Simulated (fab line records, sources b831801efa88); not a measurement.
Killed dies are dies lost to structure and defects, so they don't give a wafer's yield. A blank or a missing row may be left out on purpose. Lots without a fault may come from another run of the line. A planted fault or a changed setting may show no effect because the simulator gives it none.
fab line records | flow sky130
record lots=12 wafers=36 last_day=50
route steps=708 shown FIELD_ISO@17 VT_ADJUST_HVTP@89 PAD_OPEN@708
lots that met no fault: from a run of the same line without faults
start_h: hours from the record's first day to the start of the lot's first wafer shown | wait_h: hours since the lot's step before | " the same as in the row above | L1.1+2: a row that stands for several wafers | - no value, or no start given | * or withheld: withheld | < > ~ a bound
route shown NAME@n: a module of which the file shows steps, and the number in the route of the first | usual: mean/standard deviation of fault-free wafers | same: alike in all rows | chamber/n: place in a boat | sites: the reading at each site | _std_site: their standard deviation | _edge_site: outer sites' mean less inner sites' | radius_mm: how far each site lies from the wafer's centre | mask NAME#n: copy n | behind: the tool/chamber that last shaped the wafer | hold: why the lot was held/for how many hours/how that ended | device: the transistor (n, p or np) that didn't switch | end of line: the same wafers' tests at the end of the route | a step without rows: its recipe alone | killed: dies lost to structure and defects at the first sort, not the wafer's yield | map: a wafer's dies, x killed, . not, _ none there
set.NAME: the setting as run; set.NAME@STEP: as run at that earlier step | model.NAME: the simulator's own value behind a step, which no gauge read
steps of the route over a sample of lots; a table a step, a row a wafer
services: from which hour (start_h, from the record's first day; less than 0 if before it) a tool's chamber was out of use, for how many hours, and why
## steps
# step SKY_FIELD_ISO_STRIP_16
# recipe chemistry=O2/N2 power_w=1400 pressure_mtorr=1500 platen_temp_c=withheld o2_flow_sccm=3000 n2_flow_sccm=300 overash_fraction=0.5
# usual drypump_motor_current_A=6.13/0.19 o2_flow_sccm=2999/7.9 oes_product_au=0.378/0.0046 strip_time_to_endpoint_s=3.555/0.024
# columns lot.wafer tool chamber start_h wait_h drypump_motor_current_A o2_flow_sccm oes_product_au rf_hours_counter_h strip_time_to_endpoint_s
L629.1 plasma_asher-03 1 44.57 0.0 6.11 3013 0.377 21 3.567
L629.3 " 1 " " 6.10 3010 0.380 - 3.557
L629.5 " 1 " " 6.09 2985 0.379 - 3.530
L630.4 plasma_asher-04 0 49.20 0.0 5.91 2992 0.387 - 3.597
L630.5 " 1 " " 6.31 3003 0.376 - 3.536
L630.6 " 0 " " 5.89 2998 0.378 - 3.572
L631.1 plasma_asher-03 0 58.12 0.0 6.45 2997 0.379 22 3.570
L631.4 " 0 " " 6.43 2989 0.377 - 3.548
L631.5 " 1 " " 6.07 3004 0.382 - 3.576
L632.3 plasma_asher-02 0 60.38 0.1 5.96 2996 0.372 - 3.550
L632.4 " 1 " " 6.15 3003 0.380 - 3.545
L632.5 " 1 " " 6.13 2988 0.381 - 3.589
L634.1 plasma_asher-04 1 72.07 0.0 6.32 2995 0.379 38 3.572
L634.2 " 0 " " 5.89 3003 0.384 38 3.590
L634.6 " 1 " " 6.30 2999 0.377 - 3.589
L635.3 plasma_asher-04 0 75.20 0.1 5.92 2999 0.374 - 3.578
L635.5 " 0 " " 5.94 3009 0.374 - 3.565
L635.6 " 1 " " 6.34 2997 0.378 - 3.534
L636.1 plasma_asher-02 0 81.27 0.0 5.99 2988 0.380 41 3.568
L636.2 " 1 " " 6.14 3002 0.373 41 3.587
L636.6 " 0 " " 5.96 2993 0.373 - 3.566
L637.1 plasma_asher-03 1 85.87 0.0 6.06 2990 0.371 25 3.543
L637.4 " 1 " " 6.07 3000 0.378 - 3.562
L637.5 " 0 " " 6.45 2992 0.377 - 3.539
L640.1 plasma_asher-02 0 102.67 0.0 5.96 2999 0.378 44 3.526
L640.2 " 1 " " 6.13 2991 0.377 44 3.535
L640.5 " 1 " " 6.14 2990 0.371 - 3.505
L642.1 plasma_asher-04 1 112.62 0.0 6.32 2998 0.372 43 3.526
L642.3 " 0 " " 5.92 2997 0.380 - 3.534
L642.6 " 0 " " 5.93 2984 0.373 - 3.548
L647.1 plasma_asher-02 0 138.99 0.0 5.96 2996 0.371 2 3.517
L647.5 " 0 " " 5.95 3006 0.380 - 3.541
L647.6 " 1 " " 6.17 2983 0.383 - 3.569
L649.3 plasma_asher-02 0 148.85 0.1 5.98 2989 0.378 - 3.568
L649.4 " 1 " " 6.16 3000 0.380 - 3.560
L649.5 " 0 " " 5.96 2994 0.379 - 3.567
# step SKY_VT_ADJUST_HVTP_EXPOSE_04
# recipe mask_id=HVTPM na=0.6 source_shape=conventional sigma_outer=0.6 polarization=unpolarized target_cd_nm=380 dose_mj=140
# columns lot.wafer tool chamber start_h wait_h mask
L629.1+3+5 iline_stepper-02 0 132.15 - HVTPM#0
L630.4+5+6 iline_stepper-02 0 137.88 - HVTPM#0
L631.1+4+5 iline_stepper-01 0 146.83 - HVTPM#0
L632.3+4+5 iline_stepper-02 0 148.36 - HVTPM#0
L634.1+2+6 iline_stepper-01 0 162.75 - HVTPM#0
L635.3+5+6 iline_stepper-01 0 170.89 - HVTPM#0
L636.1+2+6 iline_stepper-01 0 174.35 - HVTPM#0
L637.1+4+5 iline_stepper-02 0 180.78 - HVTPM#0
L640.1+2+5 iline_stepper-02 0 197.62 - HVTPM#0
L642.1+3+6 iline_stepper-02 0 215.27 - HVTPM#0
L647.1+5+6 iline_stepper-02 0 244.68 - HVTPM#0
L649.3+4+5 iline_stepper-01 0 257.09 - HVTPM#0
# step SKY_VT_ADJUST_HVTP_CD_MEAS_07
# recipe target_cd_nm=380
# usual cd_nm=379.7/2
# columns lot.wafer tool chamber start_h wait_h cd_nm
L629.1 cd_sem-01 - 140.90 0.1 379.6
L629.3 " - " " 380.3
L629.5 " - " " 381.6
L630.4 cd_sem-01 - 147.66 0.1 380.1
L630.5 " - " " 380.8
L630.6 " - " " 380.3
L631.1 cd_sem-02 - 156.60 0.1 380.1
L631.4 " - " " 377.3
L631.5 " - " " 380.0
L632.3 cd_sem-02 - 158.31 0.1 381.8
L632.4 " - " " 381.6
L632.5 " - " " 383.1
L634.1 cd_sem-02 - 173.55 0.1 380.7
L634.2 " - " " 383.0
L634.6 " - " " 379.6
L635.3 cd_sem-02 - 180.59 0.1 379.5
L635.5 " - " " 382.5
L635.6 " - " " 382.9
L636.1 cd_sem-02 - 184.27 0.1 380.0
L636.2 " - " " 376.9
L636.6 " - " " 377.9
L637.1 cd_sem-01 - 191.65 0.1 379.2
L637.4 " - " " 378.5
L637.5 " - " " 379.4
L640.1 cd_sem-01 - 206.95 0.1 376.9
L640.2 " - " " 376.9
L640.5 " - " " 379.5
L642.1 cd_sem-02 - 226.65 0.1 380.6
L642.3 " - " " 382.5
L642.6 " - " " 380.8
L647.1 cd_sem-01 - 255.90 0.1 379.8
L647.5 " - " " 379.4
L647.6 " - " " 378.9
L649.3 cd_sem-02 - 269.64 0.1 381.8
L649.4 " - " " 380.9
L649.5 " - " " 380.4
# step SKY_VT_ADJUST_HVTP_OVL_MEAS_08
# usual VT_ADJUST_HVTP_OVL=0.4/1.4
# columns lot.wafer tool chamber start_h wait_h VT_ADJUST_HVTP_OVL[nm]
L629.1 overlay-02 - 141.02 0.1 0.7
L629.3 " - " " 0.4
L629.5 " - " " 0.6
L630.4 overlay-02 - 147.74 0.1 -0.1
L630.5 " - " " 0.4
L630.6 " - " " 0.0
L631.1 overlay-01 - 156.72 0.1 3.2
L631.4 " - " " 1.5
L631.5 " - " " 1.3
L632.3 overlay-02 - 158.40 0.1 -1.7
L632.4 " - " " -1.9
L632.5 " - " " -0.6
L634.1 overlay-01 - 173.67 0.1 0.0
L634.2 " - " " -0.7
L634.6 " - " " 0.2
L635.3 overlay-02 - 180.68 0.1 -0.7
L635.5 " - " " -0.4
L635.6 " - " " -0.2
L636.1 overlay-01 - 184.39 0.1 2.4
L636.2 " - " " 0.3
L636.6 " - " " 0.4
L637.1 overlay-02 - 191.77 0.1 -0.9
L637.4 " - " " 0.0
L637.5 " - " " 1.5
L640.1 overlay-01 - 207.07 0.1 -120.1
L640.2 " - " " -120.8
L640.5 " - " " -121.3
L642.1 overlay-02 - 226.77 0.1 -120.9
L642.3 " - " " -120.4
L642.6 " - " " -119.6
L647.1 overlay-01 - 256.02 0.1 -120.2
L647.5 " - " " -124.9
L647.6 " - " " -120.5
L649.3 overlay-02 - 269.73 0.1 1.8
L649.4 " - " " 0.9
L649.5 " - " " 1.0
# step SKY_VT_ADJUST_HVTP_STRIP_10
# recipe chemistry=O2/N2 power_w=1400 pressure_mtorr=1500 platen_temp_c=withheld o2_flow_sccm=3000 n2_flow_sccm=300 overash_fraction=0.5
# usual drypump_motor_current_A=6.17/0.2 o2_flow_sccm=2999/8.3 oes_product_au=0.716/0.0044 strip_time_to_endpoint_s=14.20/0.042
# columns lot.wafer tool chamber start_h wait_h drypump_motor_current_A o2_flow_sccm oes_product_au rf_hours_counter_h strip_time_to_endpoint_s
L629.1 plasma_asher-02 0 141.21 0.1 5.98 3012 0.719 2 14.20
L629.3 " 0 " " 5.96 3006 0.711 - 14.25
L629.5 " 0 " " 5.95 3009 0.715 - 14.24
L630.4 plasma_asher-03 1 147.94 0.1 6.10 2998 0.721 - 14.20
L630.5 " 1 " " 6.10 2990 0.710 - 14.15
L630.6 " 0 " " 6.44 2999 0.721 - 14.18
L631.1 plasma_asher-03 0 156.90 0.1 6.45 2992 0.715 32 14.20
L631.4 " 0 " " 6.45 2994 0.717 - 14.24
L631.5 " 0 " " 6.45 2985 0.718 - 14.19
L632.3 plasma_asher-03 0 158.61 0.1 6.45 3005 0.716 - 14.15
L632.4 " 1 " " 6.07 3009 0.713 - 14.19
L632.5 " 1 " " 6.08 3009 0.721 - 14.16
L634.1 plasma_asher-03 1 173.85 0.1 6.07 3006 0.717 33 14.20
L634.2 " 0 " " 6.45 2997 0.713 33 14.23
L634.6 " 0 " " 6.46 2994 0.716 - 14.18
L635.3 plasma_asher-04 1 180.89 0.1 6.32 2995 0.717 - 14.18
L635.5 " 0 " " 5.88 3005 0.717 - 14.15
L635.6 " 1 " " 6.33 2999 0.718 - 14.10
L636.1 plasma_asher-03 0 184.58 0.1 6.44 2998 0.710 34 14.17
L636.2 " 1 " " 6.07 2984 0.709 34 14.16
L636.6 " 0 " " 6.46 2999 0.723 - 14.18
L637.1 plasma_asher-02 1 191.96 0.1 6.13 2986 0.721 7 14.28
L637.4 " 0 " " 5.97 3003 0.716 - 14.23
L637.5 " 0 " " 5.97 2990 0.721 - 14.27
L640.1 plasma_asher-02 0 207.25 0.1 5.96 2993 0.712 9 14.25
L640.2 " 1 " " 6.14 3001 0.718 9 14.22
L640.5 " 1 " " 6.17 2995 0.717 - 14.21
L642.1 plasma_asher-04 0 226.96 0.1 5.91 2999 0.725 54 14.19
L642.3 " 0 " " 5.91 2997 0.725 - 14.19
L642.6 " 0 " " 5.92 3003 0.719 - 14.19
L647.1 plasma_asher-04 0 256.21 0.1 5.92 3005 0.717 57 14.20
L647.5 " 0 " " 5.93 3005 0.714 - 14.24
L647.6 " 1 " " 6.34 3009 0.710 - 14.26
L649.3 plasma_asher-03 0 269.94 0.1 6.44 3013 0.717 - 14.16
L649.4 " 1 " " 6.05 2997 0.710 - 14.15
L649.5 " 1 " " 6.06 3006 0.717 - 14.18
# step SKY_PAD_OPEN_PROBE_99
# usual killed_at_M0_to_M3=45/7 killed_at_M4_up=3.4/1.8 killed_at_contacts=24/5.4 killed_at_front_end=16/4.8 killed_at_other=0.4/0.62 killed_dies=89/10 killed_open=48/7.2 killed_short=40/6.3
# same gross_dies=492 killed_at_back_side=0
# columns lot.wafer tool chamber start_h wait_h killed_at_M0_to_M3 killed_at_M4_up killed_at_contacts killed_at_front_end killed_at_other killed_dies killed_open killed_short
L642.1 prober-02 - 1167.37 0.1 52 3 16 22 0 93 46 47
L642.3 prober-02 - 1167.47 0.2 37 4 28 17 0 86 48 38
L642.6 prober-02 - 1167.62 0.2 40 3 23 18 1 85 47 38
# killed by level:class
L642.1 VIA3:geometric_particle:open=12 POLY_GATE:geometric_particle:short=10 VIA2:geometric_particle:open=9 METAL2:geometric_particle:short=8 LI_CONTACT:geometric_particle:open=6 METAL1:geometric_particle:short=6 VIA3:geometric_particle:short=5 FIELD_ISO:geometric_particle:open=4
L642.3 CONTACT:geometric_particle:open=11 VIA1:geometric_particle:open=10 LI_CONTACT:geometric_particle:open=8 METAL3:geometric_particle:short=6 LI_CONTACT:geometric_particle:short=5 VIA3:geometric_particle:open=5 FIELD_ISO:geometric_particle:short=4 FIELD_ISO:geometric_particle:open=4
L642.6 LI_CONTACT:geometric_particle:open=10 VIA2:geometric_particle:open=8 POLY_GATE:geometric_particle:open=7 CONTACT:geometric_particle:open=7 VIA1:geometric_particle:open=6 METAL1:geometric_particle:short=6 METAL2:geometric_particle:short=6 VIA2:geometric_particle:short=5
## services
# columns tool chamber start_h hours kind
iline_stepper-01 - 46.44 1.7 pm
iline_stepper-01 - 85.87 9.4 repair
iline_stepper-02 0 87.89 - calibration
iline_stepper-01 0 97.90 - calibration
plasma_asher-02 - 108.75 9.0 pm
plasma_asher-02 0 108.75 9.0 vent_cycle
plasma_asher-02 1 108.75 9.0 vent_cycle
plasma_asher-02 0 117.75 - clean
plasma_asher-02 1 117.75 - clean
plasma_asher-02 - 149.69 2.3 repair
iline_stepper-02 - 153.94 1.7 pm
plasma_asher-03 - 226.11 2.4 repair
plasma_asher-04 - 240.21 2.1 repair
plasma_asher-03 - 260.45 1.1 repair
plasma_asher-04 - 264.11 0.7 repair
iline_stepper-01 - 264.62 1.7 pm
## key
first_sign step=SKY_VT_ADJUST_HVTP_OVL_MEAS_08 reading=VT_ADJUST_HVTP_OVL direction=down sigmas=87 usual=0.4 struck=-121.0
effect none on later readings
met_at SKY_VT_ADJUST_HVTP_EXPOSE_04
struck_lots L640,L642,L647
tester_left_out L640,L642,L647
not_acting_at SKY_FIELD_ISO_STRIP_16,SKY_VT_ADJUST_HVTP_CD_MEAS_07,SKY_VT_ADJUST_HVTP_STRIP_10
onset_between 180.78 197.62
fault kind=scanner_matching_overlay tool=iline_stepper-02 chamber=- onset_h=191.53 steps=SKY_VT_ADJUST_HVTP_EXPOSE_04 offset=-120.64
# tester_left_out: of these lots the tester's yield and bins aren't shown, on N5 and GAA mostly nor the transistor test; their killed dies are dies lost to structure and defects alone, not to doping, threshold or leakage, so they don't give the yield
